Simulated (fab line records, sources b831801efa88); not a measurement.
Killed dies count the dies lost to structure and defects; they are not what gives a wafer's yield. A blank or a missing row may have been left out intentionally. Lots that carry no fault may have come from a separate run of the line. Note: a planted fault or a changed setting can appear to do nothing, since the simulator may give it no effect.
A single fault, viewed from 2 desks :: flow sky130 :: each desk has only its own numbers; what lay behind them comes last

## TOOL OWNER'S DESK, pvd sputter-03
At SKY_METAL2_SPUTTER_01 (material TiN, target thk 20 nm, time 16.7 s) the tool's own readings: per lot run on this tool, the mean of the sampled wafers that have a number. Any lot whose mean is over 4 standard deviations away from the usual mean is out of limits and marked OUT; that distance is given in the brackets.
Columns: A = cathode dc power W at SKY_METAL2_SPUTTER_01, usual 6500.1 W; B = throttle valve pct at SKY_METAL2_SPUTTER_01, usual 29.9 %
lot: L917
first seen here: day 36 08:07
A: 6500.2
B: 30.0

lot: L921
first seen here: day 37 01:05
A: 6500.1
B: 29.0
Finding of this desk: none of the 2 lots has anything out of limits.

## FROM THE METROLOGY DESK
Means of the sampled wafers that have a number, per lot and without regard to the tool the lot ran on: this is what the gauges read. Any lot whose mean is over 4 standard deviations away from the usual mean is out of limits and marked OUT; that distance is given in the brackets.
Columns: A = VIA1_W_RS at SKY_VIA1_RS_MEAS_22, usual 0.428 ohm/sq; B = VIA1_W_THK at SKY_VIA1_THK_MEAS_23, usual 265 nm
lot: L912
first seen here: day 34 03:17
A: 0.413
B: 277

lot: L917
first seen here: day 36 07:38
A: 0.421
B: 267

lot: L921
first seen here: day 37 00:32
A: 0.427
B: 266

lot: L929
first seen here: day 39 04:43
A: 0.427
B: 270

lot: L934
first seen here: day 40 11:22
A: 0.429
B: 261
Finding of this desk: none of the 5 lots has anything out of limits.

## BROUGHT TOGETHER
Nothing out of limits was seen by the tool owner's desk.
Metrology desk: nothing out of limits seen.

## WHAT THE SIMULATOR HAD PUT IN
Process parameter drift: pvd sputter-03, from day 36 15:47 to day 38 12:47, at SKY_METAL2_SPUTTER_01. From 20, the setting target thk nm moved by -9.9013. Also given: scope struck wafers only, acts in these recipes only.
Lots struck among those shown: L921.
